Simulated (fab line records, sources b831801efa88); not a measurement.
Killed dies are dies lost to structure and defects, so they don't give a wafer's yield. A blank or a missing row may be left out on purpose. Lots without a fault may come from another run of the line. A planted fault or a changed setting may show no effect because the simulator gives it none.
fab line records | flow sky130
record lots=5 wafers=15 last_day=50
route steps=708 shown POLY_CUT@313 SD_P@320 RES_XHIGH@332 SD_N@342
lots that met no fault: from a run of the same line without faults
start_h: hours from the record's first day to the start of the lot's first wafer shown | wait_h: hours since the lot's step before | " the same as in the row above | L1.1+2: a row that stands for several wafers | - no value, or no start given | * or withheld: withheld | < > ~ a bound
route shown NAME@n: a module of which the file shows steps, and the number in the route of the first | usual: mean/standard deviation of fault-free wafers | same: alike in all rows | chamber/n: place in a boat | sites: the reading at each site | _std_site: their standard deviation | _edge_site: outer sites' mean less inner sites' | radius_mm: how far each site lies from the wafer's centre | mask NAME#n: copy n | behind: the tool/chamber that last shaped the wafer | hold: why the lot was held/for how many hours/how that ended | device: the transistor (n, p or np) that didn't switch | end of line: the same wafers' tests at the end of the route | a step without rows: its recipe alone | killed: dies lost to structure and defects at the first sort, not the wafer's yield | map: a wafer's dies, x killed, . not, _ none there
set.NAME: the setting as run; set.NAME@STEP: as run at that earlier step | model.NAME: the simulator's own value behind a step, which no gauge read
lots at some steps of the route; a table a step, a row a wafer
services: from which hour (start_h, from the record's first day; less than 0 if before it) a tool's chamber was out of use, for how many hours, and why
## steps
# step SKY_POLY_CUT_PEB_06
# recipe peb_temp_c=withheld peb_time_s=withheld resist=KrF-thick
# columns lot.wafer tool chamber start_h wait_h
L082.3+4+6 litho_track-04 0 - -
L083.2+3+5 litho_track-01 0 - -
L087.3+4+6 litho_track-01 0 - -
L095.2+4+5 litho_track-02 0 - -
L097.1+2+4 litho_track-02 0 - -
# step SKY_POLY_CUT_DEVELOP_07
# recipe develop_time_s=60 resist=KrF-thick dev_temp_c=21
# columns lot.wafer tool chamber start_h wait_h
L082.3+4+6 litho_track-04 0 - -
L083.2+3+5 litho_track-01 0 - -
L087.3+4+6 litho_track-01 0 - -
L095.2+4+5 litho_track-02 0 - -
L097.1+2+4 litho_track-02 0 - -
# step SKY_POLY_CUT_CD_MEAS_08
# recipe target_cd_nm=270
# usual cd_nm=269.6/1.4
# columns lot.wafer tool chamber start_h wait_h cd_nm
L082.3 cd_sem-01 - 628.28 - 270.1
L082.4 " - " " 269.3
L082.6 " - " " 269.3
L083.2 cd_sem-01 - 633.71 - 269.1
L083.3 " - " " 268.3
L083.5 " - " " 267.2
L087.3 cd_sem-02 - 662.83 - 269.1
L087.4 " - " " 269.0
L087.6 " - " " 268.7
L095.2 cd_sem-01 - 730.22 - 271.5
L095.4 " - " " 271.5
L095.5 " - " " 271.9
L097.1 cd_sem-01 - 745.75 - 271.1
L097.2 " - " " 271.1
L097.4 " - " " 267.6
# step SKY_POLY_CUT_OVL_MEAS_09
# usual POLY_CUT_OVL=-1/4.3
# columns lot.wafer tool chamber start_h wait_h POLY_CUT_OVL[nm]
L082.3 overlay-01 - 628.38 0.1 -3
L082.4 " - " " 3
L082.6 " - " " -1
L083.2 overlay-01 - 633.82 0.1 2
L083.3 " - " " -5
L083.5 " - " " -6
L087.3 overlay-02 - 662.92 0.1 4
L087.4 " - " " 5
L087.6 " - " " 6
L095.2 overlay-01 - 730.33 0.1 -7
L095.4 " - " " 4
L095.5 " - " " 4
L097.1 overlay-02 - 745.87 0.1 1
L097.2 " - " " -3
L097.4 " - " " 1
# step SKY_POLY_CUT_ETCH_10
# recipe chemistry=N2/H2 target=BARC ion_energy_ev=200 source_w=500 bias_w=100 pressure_mtorr=30 n2_flow_sccm=100 h2_flow_sccm=200 stop_on=SiO2 time_s=45.9 target_depth_a=600
# usual drypump_motor_current_A=5.84/0.29 oes_product_au=0.855/0.0047 throttle_valve_pct=13.224/0.0088
# columns lot.wafer tool chamber start_h wait_h drypump_motor_current_A oes_product_au rf_hours_counter_h throttle_valve_pct
L082.3 rie_diel-01 2 628.40 0.0 6.13 0.846 1 13.219
L082.4 " 0 " " 5.77 0.849 17 13.239
L082.6 " 2 " " 6.12 0.859 - 13.219
L083.2 rie_diel-01 0 633.85 0.0 5.76 0.852 17 13.212
L083.3 " 2 " " 6.15 0.858 1 13.229
L083.5 " 1 " " 5.51 0.858 - 13.229
L087.3 rie_diel-01 3 662.95 0.0 5.44 0.857 10 13.230
L087.4 " 1 " " 5.52 0.857 9 13.234
L087.6 " 3 " " 5.45 0.855 - 13.223
L095.2 rie_diel-01 0 730.36 0.0 5.79 0.850 19 13.239
L095.4 " 3 " " 5.46 0.856 - 13.208
L095.5 " 2 " " 6.13 0.854 - 13.213
L097.1 rie_diel-01 3 745.91 0.0 5.45 0.850 12 13.225
L097.2 " 0 " " 5.75 0.858 20 13.235
L097.4 " 1 " " 5.49 0.857 11 13.222
# step SKY_POLY_CUT_ETCH_11
# recipe target=Si3N4 chemistry=CF4/CH2F2/Ar stop_on=poly-Si source_w=600 bias_w=150 pressure_mtorr=40 cf4_flow_sccm=40 ch2f2_flow_sccm=20 Ar_flow_sccm=150 time_s=42.5 target_depth_a=600
# usual drypump_motor_current_A=5.83/0.29 oes_product_au=0.826/0.0059 throttle_valve_pct=14.993/0.0095
# columns lot.wafer tool chamber start_h wait_h drypump_motor_current_A oes_product_au rf_hours_counter_h throttle_valve_pct
L082.3 rie_diel-01 2 628.44 0.0 6.12 0.825 1 14.994
L082.4 " 0 " " 5.79 0.830 17 14.979
L082.6 " 2 " " 6.12 0.838 - 14.976
L083.2 rie_diel-01 0 633.89 0.0 5.77 0.820 17 14.998
L083.3 " 2 " " 6.14 0.817 1 14.991
L083.5 " 1 " " 5.51 0.829 - 14.982
L087.3 rie_diel-01 3 662.99 0.0 5.45 0.821 10 15.004
L087.4 " 1 " " 5.51 0.827 9 14.986
L087.6 " 3 " " 5.45 0.824 - 14.998
L095.2 rie_diel-01 0 730.40 0.0 5.78 0.826 19 14.991
L095.4 " 3 " " 5.45 0.823 - 14.996
L095.5 " 2 " " 6.15 0.817 - 14.999
L097.1 rie_diel-01 3 745.95 0.0 5.46 0.822 12 14.986
L097.2 " 0 " " 5.77 0.830 20 14.996
L097.4 " 1 " " 5.52 0.820 11 14.995
# step SKY_POLY_CUT_STRIP_12
# recipe chemistry=O2/N2 power_w=1400 pressure_mtorr=1500 platen_temp_c=withheld o2_flow_sccm=3000 n2_flow_sccm=300 overash_fraction=0.5
# usual drypump_motor_current_A=5.9/0.5 oes_product_au=0.453/0.0046 strip_time_to_endpoint_s=5.358/0.018
# columns lot.wafer tool chamber start_h wait_h drypump_motor_current_A oes_product_au rf_hours_counter_h strip_time_to_endpoint_s
L082.3 plasma_asher-03 1 628.52 0.1 5.3 0.450 - 5.403
L082.4 " 0 " " 5.8 0.456 - 5.370
L082.6 " 1 " " 5.3 0.465 - 5.354
L083.2 plasma_asher-03 1 633.93 0.0 5.3 0.453 54 5.379
L083.3 " 1 " " 5.3 0.462 - 5.368
L083.5 " 1 " " 5.3 0.453 - 5.373
L087.3 plasma_asher-02 0 663.06 0.1 6.1 0.451 - 5.350
L087.4 " 1 " " 6.8 0.464 - 5.369
L087.6 " 1 " " 6.8 0.452 - 5.377
L095.2 plasma_asher-03 1 730.44 0.0 5.3 0.452 64 5.363
L095.4 " 1 " " 5.3 0.451 - 5.355
L095.5 " 1 " " 5.3 0.455 - 5.327
L097.1 plasma_asher-03 1 745.99 0.0 5.3 0.454 66 5.346
L097.2 " 0 " " 5.8 0.449 66 5.344
L097.4 " 0 " " 5.8 0.448 - 5.359
# step SKY_SD_P_DEHYDRATE_00
# recipe temp_c=200 time_s=60
# columns lot.wafer tool chamber start_h wait_h
L082.3+4+6 litho_track-02 0 642.15 13.6
L083.2+3+5 litho_track-02 0 648.13 14.2
L087.3+4+6 litho_track-03 0 676.79 13.7
L095.2+4+5 litho_track-02 0 743.33 12.9
L097.1+2+4 litho_track-03 0 758.69 12.7
# step SKY_SD_P_HMDS_01
# recipe prime_time_s=60 prime_temp_c=120
# usual prime_temp_c=119.98/0.12
# columns lot.wafer tool chamber start_h wait_h prime_temp_c
L082.3 litho_track-02 0 642.30 0.1 119.83
L082.4 " 0 " " 119.81
L082.6 " 0 " " 119.99
L083.2 litho_track-02 0 648.28 0.1 120.11
L083.3 " 0 " " 119.92
L083.5 " 0 " " 119.85
L087.3 litho_track-03 0 676.94 0.1 120.19
L087.4 " 0 " " 120.11
L087.6 " 0 " " 120.16
L095.2 litho_track-02 0 743.48 0.1 119.93
L095.4 " 0 " " 120.08
L095.5 " 0 " " 120.08
L097.1 litho_track-03 0 758.84 0.1 120.20
L097.2 " 0 " " 120.09
L097.4 " 0 " " 120.20
# step SKY_SD_P_COAT_02
# recipe resist=NOVOLAK spin_rpm=3000 resist_thk_nm=1140
# usual dispense_pressure_kPa=50.0/1.5
# columns lot.wafer tool chamber start_h wait_h dispense_pressure_kPa
L082.3 litho_track-02 0 642.45 0.1 51.1
L082.4 " 0 " " 51.0
L082.6 " 0 " " 51.0
L083.2 litho_track-02 0 648.43 0.1 51.0
L083.3 " 0 " " 51.1
L083.5 " 0 " " 51.0
L087.3 litho_track-03 0 677.09 0.1 47.9
L087.4 " 0 " " 47.9
L087.6 " 0 " " 47.9
L095.2 litho_track-02 0 743.63 0.1 51.0
L095.4 " 0 " " 51.1
L095.5 " 0 " " 51.1
L097.1 litho_track-03 0 758.99 0.1 47.9
L097.2 " 0 " " 48.0
L097.4 " 0 " " 48.0
# step SKY_SD_P_SOFTBAKE_03
# recipe temp_c=90 time_s=60 resist=NOVOLAK
# columns lot.wafer tool chamber start_h wait_h
L082.3+4+6 litho_track-02 0 642.60 0.1
L083.2+3+5 litho_track-02 0 648.58 0.1
L087.3+4+6 litho_track-03 0 677.24 0.1
L095.2+4+5 litho_track-02 0 743.78 0.1
L097.1+2+4 litho_track-03 0 759.14 0.1
# step SKY_SD_P_EXPOSE_04
# recipe mask_id=PSDM na=0.6 source_shape=conventional sigma_outer=0.6 polarization=unpolarized target_cd_nm=380 dose_mj=138
# columns lot.wafer tool chamber start_h wait_h mask
L082.3+4+6 iline_stepper-02 0 - - PSDM#0
L083.2+3+5 iline_stepper-02 0 - - PSDM#0
L087.3+4+6 iline_stepper-01 0 - - PSDM#0
L095.2+4+5 iline_stepper-01 0 - - PSDM#0
L097.1+2+4 iline_stepper-01 0 - - PSDM#0
# step SKY_SD_P_PEB_05
# recipe temp_c=withheld time_s=* resist=NOVOLAK
# columns lot.wafer tool chamber start_h wait_h
L082.3+4+6 litho_track-01 0 - -
L083.2+3+5 litho_track-02 0 - -
L087.3+4+6 litho_track-03 0 - -
L095.2+4+5 litho_track-01 0 - -
L097.1+2+4 litho_track-01 0 - -
# step SKY_SD_P_DEVELOP_06
# recipe resist=NOVOLAK developer=TMAH develop_time_s=60 dev_temp_c=23
# columns lot.wafer tool chamber start_h wait_h
L082.3+4+6 litho_track-01 0 656.49 0.1
L083.2+3+5 litho_track-02 0 662.28 0.1
L087.3+4+6 litho_track-03 0 690.34 0.1
L095.2+4+5 litho_track-01 0 757.07 0.1
L097.1+2+4 litho_track-01 0 771.74 0.1
# step SKY_SD_P_CD_MEAS_07
# recipe target_cd_nm=380
# usual cd_nm=381.1/2.6
# columns lot.wafer tool chamber start_h wait_h cd_nm
L082.3 cd_sem-02 - 656.63 0.1 382.6
L082.4 " - " " 382.0
L082.6 " - " " 382.9
L083.2 cd_sem-01 - 662.42 0.1 381.9
L083.3 " - " " 379.9
L083.5 " - " " 383.4
L087.3 cd_sem-01 - 690.48 0.1 378.2
L087.4 " - " " 379.0
L087.6 " - " " 379.7
L095.2 cd_sem-02 - 757.21 0.1 386.1
L095.4 " - " " 386.4
L095.5 " - " " 384.7
L097.1 cd_sem-01 - 771.89 0.1 384.1
L097.2 " - " " 384.4
L097.4 " - " " 386.1
# step SKY_SD_P_OVL_MEAS_08
# usual SD_P_OVL=0.1/1.4
# columns lot.wafer tool chamber start_h wait_h SD_P_OVL[nm]
L082.3 overlay-02 - 656.72 0.1 1.6
L082.4 " - " " 1.3
L082.6 " - " " 1.5
L083.2 overlay-01 - 662.53 0.1 -0.1
L083.3 " - " " -1.1
L083.5 " - " " -1.8
L087.3 overlay-02 - 690.58 0.1 -1.1
L087.4 " - " " 0.3
L087.6 " - " " -0.9
L095.2 overlay-01 - 757.32 0.1 -1.3
L095.4 " - " " -0.2
L095.5 " - " " -2.6
L097.1 overlay-01 - 772.01 0.1 -1.3
L097.2 " - " " -0.9
L097.4 " - " " -1.8
# step SKY_SD_P_IMPLANT_09
# recipe species=BF2 energy_kev=20 dose_cm2=3e+15 tilt_deg=0
# columns lot.wafer tool chamber start_h wait_h
L082.3+4+6 implanter-01 0 656.80 0.1
L083.2+3+5 implanter-03 0 662.58 0.0
L087.3+4+6 implanter-02 0 690.65 0.1
L095.2+4+5 implanter-01 0 757.37 0.0
L097.1+2+4 implanter-02 0 772.05 0.0
# step SKY_SD_P_STRIP_10
# recipe chemistry=O2/N2 power_w=1400 pressure_mtorr=1500 platen_temp_c=withheld o2_flow_sccm=3000 n2_flow_sccm=300 overash_fraction=0.5
# usual drypump_motor_current_A=6.2/0.45 oes_product_au=0.617/0.0045 strip_time_to_endpoint_s=17.49/0.044
# columns lot.wafer tool chamber start_h wait_h drypump_motor_current_A oes_product_au rf_hours_counter_h strip_time_to_endpoint_s
L082.3 plasma_asher-01 1 656.93 0.1 5.6 0.614 - 17.49
L082.4 " 0 " " 6.1 0.618 - 17.50
L082.6 " 0 " " 6.1 0.614 - 17.48
L083.2 plasma_asher-01 0 662.71 0.1 6.1 0.610 101 17.46
L083.3 " 1 " " 5.5 0.621 - 17.46
L083.5 " 1 " " 5.6 0.623 - 17.43
L087.3 plasma_asher-01 0 690.78 0.1 6.1 0.612 - 17.59
L087.4 " 1 " " 5.6 0.615 - 17.56
L087.6 " 0 " " 6.1 0.619 - 17.59
L095.2 plasma_asher-02 0 757.50 0.1 6.1 0.612 33 17.46
L095.4 " 1 " " 6.8 0.620 - 17.43
L095.5 " 1 " " 6.8 0.621 - 17.45
L097.1 plasma_asher-01 0 772.20 0.1 6.1 0.610 2 17.48
L097.2 " 1 " " 5.6 0.616 2 17.44
L097.4 " 1 " " 5.5 0.620 - 17.51
# step SKY_SD_P_TW_MEAS_11
# usual SD_P_TW=2836/46
# columns lot.wafer tool chamber start_h wait_h SD_P_TW
L082.3 film_metro-03 - 657.02 0.1 2767
L082.4 " - " " 2758
L082.6 " - " " 2773
L083.2 film_metro-01 - 662.82 0.1 2875
L083.3 " - " " 2873
L083.5 " - " " 2853
L087.3 film_metro-04 - 690.87 0.1 2821
L087.4 " - " " 2803
L087.6 " - " " 2809
L095.2 film_metro-03 - 757.61 0.1 2786
L095.4 " - " " 2787
L095.5 " - " " 2794
L097.1 film_metro-03 - 772.30 0.1 2787
L097.2 " - " " 2795
L097.4 " - " " 2791
# step SKY_RES_XHIGH_DEHYDRATE_00
# recipe temp_c=200 time_s=60
# columns lot.wafer tool chamber start_h wait_h
L082.3+4+6 litho_track-04 0 670.59 13.6
L083.2+3+5 litho_track-02 0 676.68 13.8
L087.3+4+6 litho_track-04 0 704.44 13.6
L095.2+4+5 litho_track-03 0 769.82 12.2
L097.1+2+4 litho_track-02 0 785.70 13.4
# step SKY_RES_XHIGH_HMDS_01
# recipe prime_time_s=60 prime_temp_c=120
# usual prime_temp_c=120.00/0.13
# columns lot.wafer tool chamber start_h wait_h prime_temp_c
L082.3 litho_track-04 0 670.74 0.1 120.20
L082.4 " 0 " " 120.12
L082.6 " 0 " " 120.13
L083.2 litho_track-02 0 676.83 0.1 120.10
L083.3 " 0 " " 120.16
L083.5 " 0 " " 120.14
L087.3 litho_track-04 0 704.59 0.1 119.90
L087.4 " 0 " " 119.85
L087.6 " 0 " " 120.07
L095.2 litho_track-03 0 769.97 0.1 120.19
L095.4 " 0 " " 120.11
L095.5 " 0 " " 120.00
L097.1 litho_track-02 0 785.85 0.1 119.79
L097.2 " 0 " " 119.64
L097.4 " 0 " " 119.78
# step SKY_RES_XHIGH_COAT_02
# recipe resist=NOVOLAK spin_rpm=3000 resist_thk_nm=1140
# usual dispense_pressure_kPa=50.5/2.1
# columns lot.wafer tool chamber start_h wait_h dispense_pressure_kPa
L082.3 litho_track-04 0 670.89 0.1 53.1
L082.4 " 0 " " 53.1
L082.6 " 0 " " 53.0
L083.2 litho_track-02 0 676.98 0.1 51.0
L083.3 " 0 " " 51.0
L083.5 " 0 " " 51.1
L087.3 litho_track-04 0 704.74 0.1 53.0
L087.4 " 0 " " 53.0
L087.6 " 0 " " 53.1
L095.2 litho_track-03 0 770.12 0.1 48.0
L095.4 " 0 " " 48.0
L095.5 " 0 " " 48.0
L097.1 litho_track-02 0 786.00 0.1 51.1
L097.2 " 0 " " 51.1
L097.4 " 0 " " 51.1
# step SKY_RES_XHIGH_SOFTBAKE_03
# recipe temp_c=90 time_s=60 resist=NOVOLAK
# columns lot.wafer tool chamber start_h wait_h
L082.3+4+6 litho_track-04 0 671.04 0.1
L083.2+3+5 litho_track-02 0 677.13 0.1
L087.3+4+6 litho_track-04 0 704.89 0.1
L095.2+4+5 litho_track-03 0 770.27 0.1
L097.1+2+4 litho_track-02 0 786.15 0.1
# step SKY_RES_XHIGH_EXPOSE_04
# recipe mask_id=URPM na=0.6 source_shape=conventional sigma_outer=0.6 polarization=unpolarized target_cd_nm=1270 dose_mj=140
# columns lot.wafer tool chamber start_h wait_h mask
L082.3+4+6 iline_stepper-01 0 - - URPM#0
L083.2+3+5 iline_stepper-01 0 - - URPM#0
L087.3+4+6 iline_stepper-01 0 - - URPM#0
L095.2+4+5 iline_stepper-01 0 - - URPM#0
L097.1+2+4 iline_stepper-02 0 - - URPM#0
# step SKY_RES_XHIGH_PEB_05
# recipe temp_c=withheld time_s=* resist=NOVOLAK
# columns lot.wafer tool chamber start_h wait_h
L082.3+4+6 litho_track-04 0 - -
L083.2+3+5 litho_track-03 0 - -
L087.3+4+6 litho_track-02 0 - -
L095.2+4+5 litho_track-02 0 - -
L097.1+2+4 litho_track-04 0 - -
# step SKY_RES_XHIGH_DEVELOP_06
# recipe resist=NOVOLAK developer=TMAH develop_time_s=60 dev_temp_c=23
# columns lot.wafer tool chamber start_h wait_h
L082.3+4+6 litho_track-04 0 684.59 0.1
L083.2+3+5 litho_track-03 0 690.02 0.1
L087.3+4+6 litho_track-02 0 718.15 0.1
L095.2+4+5 litho_track-02 0 783.88 0.1
L097.1+2+4 litho_track-04 0 798.60 0.1
# step SKY_RES_XHIGH_IMPLANT_07
# recipe species=BF2 energy_kev=20 dose_cm2=3.6e+14 tilt_deg=0
# columns lot.wafer tool chamber start_h wait_h
L082.3+4+6 implanter-01 0 684.74 0.1
L083.2+3+5 implanter-01 0 690.17 0.1
L087.3+4+6 implanter-03 0 718.30 0.1
L095.2+4+5 implanter-03 0 784.03 0.1
L097.1+2+4 implanter-03 0 798.75 0.1
# step SKY_RES_XHIGH_STRIP_08
# recipe chemistry=O2/N2 power_w=1400 pressure_mtorr=1500 platen_temp_c=withheld o2_flow_sccm=3000 n2_flow_sccm=300 overash_fraction=0.5
# usual drypump_motor_current_A=6.1/0.53 oes_product_au=0.711/0.0046 strip_time_to_endpoint_s=14.28/0.051
# columns lot.wafer tool chamber start_h wait_h drypump_motor_current_A oes_product_au rf_hours_counter_h strip_time_to_endpoint_s
L082.3 plasma_asher-02 1 684.88 0.1 6.8 0.707 - 14.19
L082.4 " 0 " " 6.1 0.706 - 14.17
L082.6 " 1 " " 6.8 0.716 - 14.18
L083.2 plasma_asher-03 0 690.29 0.1 5.8 0.710 60 14.23
L083.3 " 0 " " 5.8 0.712 - 14.26
L083.5 " 0 " " 5.8 0.712 - 14.30
L087.3 plasma_asher-02 1 718.43 0.1 6.8 0.713 - 14.29
L087.4 " 0 " " 6.1 0.713 - 14.26
L087.6 " 1 " " 6.8 0.717 - 14.30
L095.2 plasma_asher-04 0 784.15 0.1 5.7 0.714 99 14.20
L095.4 " 1 " " 6.6 0.704 - 14.24
L095.5 " 1 " " 6.6 0.711 - 14.21
L097.1 plasma_asher-02 0 798.90 0.1 6.1 0.707 37 14.28
L097.2 " 1 " " 6.8 0.710 37 14.25
L097.4 " 0 " " 6.1 0.717 - 14.30
# step SKY_RES_XHIGH_TW_MEAS_09
# usual RES_XHIGH_TW=1639/20
# columns lot.wafer tool chamber start_h wait_h RES_XHIGH_TW
L082.3 film_metro-01 - 684.96 0.1 1672
L082.4 " - " " 1666
L082.6 " - " " 1681
L083.2 film_metro-04 - 690.40 0.1 1635
L083.3 " - " " 1631
L083.5 " - " " 1638
L087.3 film_metro-01 - 718.52 0.1 1670
L087.4 " - " " 1666
L087.6 " - " " 1674
L095.2 film_metro-03 - 784.26 0.1 1617
L095.4 " - " " 1618
L095.5 " - " " 1620
L097.1 film_metro-04 - 799.00 0.1 1653
L097.2 " - " " 1644
L097.4 " - " " 1645
# step SKY_SD_N_DEHYDRATE_00
# recipe temp_c=200 time_s=60
# columns lot.wafer tool chamber start_h wait_h
L082.3+4+6 litho_track-03 0 698.09 13.1
L083.2+3+5 litho_track-03 0 703.72 13.3
L087.3+4+6 litho_track-04 0 731.55 13.0
L095.2+4+5 litho_track-03 0 796.97 12.7
L097.1+2+4 litho_track-03 0 811.49 12.5
# step SKY_SD_N_HMDS_01
# recipe prime_time_s=60 prime_temp_c=120
# usual prime_temp_c=120.01/0.13
# columns lot.wafer tool chamber start_h wait_h prime_temp_c
L082.3 litho_track-03 0 698.24 0.1 119.81
L082.4 " 0 " " 119.96
L082.6 " 0 " " 119.89
L083.2 litho_track-03 0 703.87 0.1 120.08
L083.3 " 0 " " 120.08
L083.5 " 0 " " 120.06
L087.3 litho_track-04 0 731.70 0.1 119.96
L087.4 " 0 " " 120.14
L087.6 " 0 " " 120.09
L095.2 litho_track-03 0 797.12 0.1 119.91
L095.4 " 0 " " 120.10
L095.5 " 0 " " 120.31
L097.1 litho_track-03 0 811.64 0.1 119.85
L097.2 " 0 " " 119.96
L097.4 " 0 " " 119.98
# step SKY_SD_N_COAT_02
# recipe resist=NOVOLAK spin_rpm=3000 resist_thk_nm=1140
# usual dispense_pressure_kPa=49.8/2
# columns lot.wafer tool chamber start_h wait_h dispense_pressure_kPa
L082.3 litho_track-03 0 698.39 0.1 48.0
L082.4 " 0 " " 47.9
L082.6 " 0 " " 48.0
L083.2 litho_track-03 0 704.02 0.1 48.0
L083.3 " 0 " " 47.9
L083.5 " 0 " " 47.9
L087.3 litho_track-04 0 731.85 0.1 53.1
L087.4 " 0 " " 53.1
L087.6 " 0 " " 53.1
L095.2 litho_track-03 0 797.27 0.1 48.0
L095.4 " 0 " " 48.0
L095.5 " 0 " " 48.0
L097.1 litho_track-03 0 811.79 0.1 47.9
L097.2 " 0 " " 47.9
L097.4 " 0 " " 47.9
# step SKY_SD_N_SOFTBAKE_03
# recipe temp_c=90 time_s=60 resist=NOVOLAK
# columns lot.wafer tool chamber start_h wait_h
L082.3+4+6 litho_track-03 0 698.54 0.1
L083.2+3+5 litho_track-03 0 704.17 0.1
L087.3+4+6 litho_track-04 0 732.00 0.1
L095.2+4+5 litho_track-03 0 797.42 0.1
L097.1+2+4 litho_track-03 0 811.94 0.1
# step SKY_SD_N_EXPOSE_04
# recipe mask_id=NSDM na=0.6 source_shape=conventional sigma_outer=0.6 polarization=unpolarized target_cd_nm=380 dose_mj=141
# columns lot.wafer tool chamber start_h wait_h mask
L082.3+4+6 iline_stepper-01 0 - - NSDM#0
L083.2+3+5 iline_stepper-01 0 - - NSDM#0
L087.3+4+6 iline_stepper-01 0 - - NSDM#0
L095.2+4+5 iline_stepper-01 0 - - NSDM#0
L097.1+2+4 iline_stepper-01 0 - - NSDM#0
# step SKY_SD_N_PEB_05
# recipe temp_c=withheld time_s=* resist=NOVOLAK
# columns lot.wafer tool chamber start_h wait_h
L082.3+4+6 litho_track-04 0 - -
L083.2+3+5 litho_track-01 0 - -
L087.3+4+6 litho_track-04 0 - -
L095.2+4+5 litho_track-03 0 - -
L097.1+2+4 litho_track-04 0 - -
# step SKY_SD_N_DEVELOP_06
# recipe resist=NOVOLAK developer=TMAH develop_time_s=60 dev_temp_c=23
# columns lot.wafer tool chamber start_h wait_h
L082.3+4+6 litho_track-04 0 712.69 0.1
L083.2+3+5 litho_track-01 0 717.62 0.1
L087.3+4+6 litho_track-04 0 745.45 0.1
L095.2+4+5 litho_track-03 0 810.47 0.1
L097.1+2+4 litho_track-04 0 824.40 0.1
# step SKY_SD_N_CD_MEAS_07
# recipe target_cd_nm=380
# usual cd_nm=380.5/2.1
# columns lot.wafer tool chamber start_h wait_h cd_nm
L082.3 cd_sem-02 - 712.83 0.1 378.6
L082.4 " - " " 379.4
L082.6 " - " " 378.6
L083.2 cd_sem-02 - 717.76 0.1 380.7
L083.3 " - " " 378.8
L083.5 " - " " 381.3
L087.3 cd_sem-02 - 745.59 0.1 377.6
L087.4 " - " " 381.3
L087.6 " - " " 378.8
L095.2 cd_sem-01 - 810.61 0.1 382.8
L095.4 " - " " 383.1
L095.5 " - " " 382.8
L097.1 cd_sem-02 - 824.55 0.1 381.6
L097.2 " - " " 382.7
L097.4 " - " " 382.9
# step SKY_SD_N_OVL_MEAS_08
# usual SD_N_OVL=-0.4/1.5
# columns lot.wafer tool chamber start_h wait_h SD_N_OVL[nm]
L082.3 overlay-02 - 712.93 0.1 0.7
L082.4 " - " " 1.6
L082.6 " - " " -0.1
L083.2 overlay-01 - 717.87 0.1 0.4
L083.3 " - " " -0.1
L083.5 " - " " 1.1
L087.3 overlay-01 - 745.68 0.1 0.7
L087.4 " - " " -0.4
L087.6 " - " " -1.6
L095.2 overlay-01 - 810.72 0.1 -0.2
L095.4 " - " " -1.0
L095.5 " - " " -2.2
L097.1 overlay-01 - 824.67 0.1 -0.8
L097.2 " - " " -0.4
L097.4 " - " " 0.3
# step SKY_SD_N_IMPLANT_09
# recipe species=As energy_kev=50 dose_cm2=4e+15 tilt_deg=0
# columns lot.wafer tool chamber start_h wait_h
L082.3+4+6 implanter-02 0 713.00 0.1
L083.2+3+5 implanter-04 0 717.92 0.0
L087.3+4+6 implanter-03 0 745.75 0.1
L095.2+4+5 implanter-02 0 810.77 0.0
L097.1+2+4 implanter-02 0 824.70 0.0
# step SKY_SD_N_IMPLANT_10
# recipe species=P energy_kev=20 dose_cm2=1e+14 tilt_deg=0
# columns lot.wafer tool chamber start_h wait_h
L082.3+4+6 implanter-02 0 713.15 0.1
L083.2+3+5 implanter-04 0 718.07 0.1
L087.3+4+6 implanter-03 0 745.90 0.1
L095.2+4+5 implanter-02 0 810.92 0.1
L097.1+2+4 implanter-02 0 824.85 0.1
# step SKY_SD_N_STRIP_11
# recipe chemistry=O2/N2 power_w=1400 pressure_mtorr=1500 platen_temp_c=withheld o2_flow_sccm=3000 n2_flow_sccm=300 overash_fraction=0.5
# usual drypump_motor_current_A=5.9/0.42 oes_product_au=0.527/0.0043 strip_time_to_endpoint_s=22.55/0.037
# columns lot.wafer tool chamber start_h wait_h drypump_motor_current_A oes_product_au rf_hours_counter_h strip_time_to_endpoint_s
L082.3 plasma_asher-04 0 713.28 0.1 5.7 0.527 - 22.58
L082.4 " 1 " " 6.6 0.529 - 22.55
L082.6 " 1 " " 6.6 0.530 - 22.55
L083.2 plasma_asher-01 1 718.20 0.1 5.6 0.534 106 22.53
L083.3 " 1 " " 5.5 0.519 - 22.54
L083.5 " 0 " " 6.1 0.524 - 22.57
L087.3 plasma_asher-04 0 746.03 0.1 5.7 0.524 - 22.50
L087.4 " 1 " " 6.6 0.527 - 22.53
L087.6 " 0 " " 5.7 0.525 - 22.52
L095.2 plasma_asher-01 0 811.05 0.1 6.1 0.535 6 22.60
L095.4 " 1 " " 5.6 0.531 - 22.59
L095.5 " 1 " " 5.6 0.525 - 22.54
L097.1 plasma_asher-01 0 825.00 0.1 6.1 0.519 7 22.52
L097.2 " 1 " " 5.6 0.530 7 22.58
L097.4 " 0 " " 6.1 0.529 - 22.53
# step SKY_SD_N_TW_MEAS_12
# usual SD_N_TW=3969/61
# columns lot.wafer tool chamber start_h wait_h SD_N_TW
L082.3 film_metro-03 - 713.37 0.1 3904
L082.4 " - " " 3915
L082.6 " - " " 3887
L083.2 film_metro-01 - 718.31 0.1 4042
L083.3 " - " " 4049
L083.5 " - " " 4032
L087.3 film_metro-03 - 746.12 0.1 3897
L087.4 " - " " 3919
L087.6 " - " " 3928
L095.2 film_metro-03 - 811.16 0.1 3885
L095.4 " - " " 3904
L095.5 " - " " 3894
L097.1 film_metro-01 - 825.10 0.1 4045
L097.2 " - " " 4035
L097.4 " - " " 4032
# step SKY_SD_N_CLEAN_13
# recipe chemistry=SC1/SC2 mix=1:4:20 temp_c=70 time_s=150 dry=n2_spin
# columns lot.wafer tool chamber start_h wait_h
L082.3+4+6 wet_bench-04 1 713.41 0.0
L083.2+3+5 wet_bench-04 1 718.36 0.0
L087.3+4+6 wet_bench-02 1 746.16 0.0
L095.2+4+5 wet_bench-04 2 811.21 0.0
L097.1+2+4 wet_bench-02 3 825.16 0.1
## services
# columns tool chamber start_h hours kind
implanter-02 - 608.51 1.4 repair
iline_stepper-02 - 630.43 1.7 pm
plasma_asher-04 - 641.80 4.8 repair
plasma_asher-02 - 642.93 5.8 repair
implanter-03 - 652.21 6.8 repair
plasma_asher-04 - 652.52 3.4 repair
implanter-02 - 656.15 8.4 repair
implanter-03 - 671.20 17.8 pm
iline_stepper-01 - 681.11 1.7 pm
implanter-03 - 693.22 3.3 pm
implanter-02 - 694.85 1.3 repair
implanter-03 - 697.35 4.3 repair
implanter-03 - 698.63 2.2 repair
plasma_asher-01 - 720.95 18.0 pm
rie_diel-01 1 722.55 16.0 repair
plasma_asher-01 - 738.95 9.0 pm
plasma_asher-01 - 747.17 3.6 repair
implanter-01 - 749.51 7.4 repair
implanter-01 - 766.84 1.7 repair
implanter-01 - 767.28 17.9 repair
implanter-02 - 782.03 4.8 repair
implanter-01 - 785.16 3.9 pm
rie_diel-01 3 804.22 4.9 repair
rie_diel-01 - 824.86 2.8 pm
## key
fault none
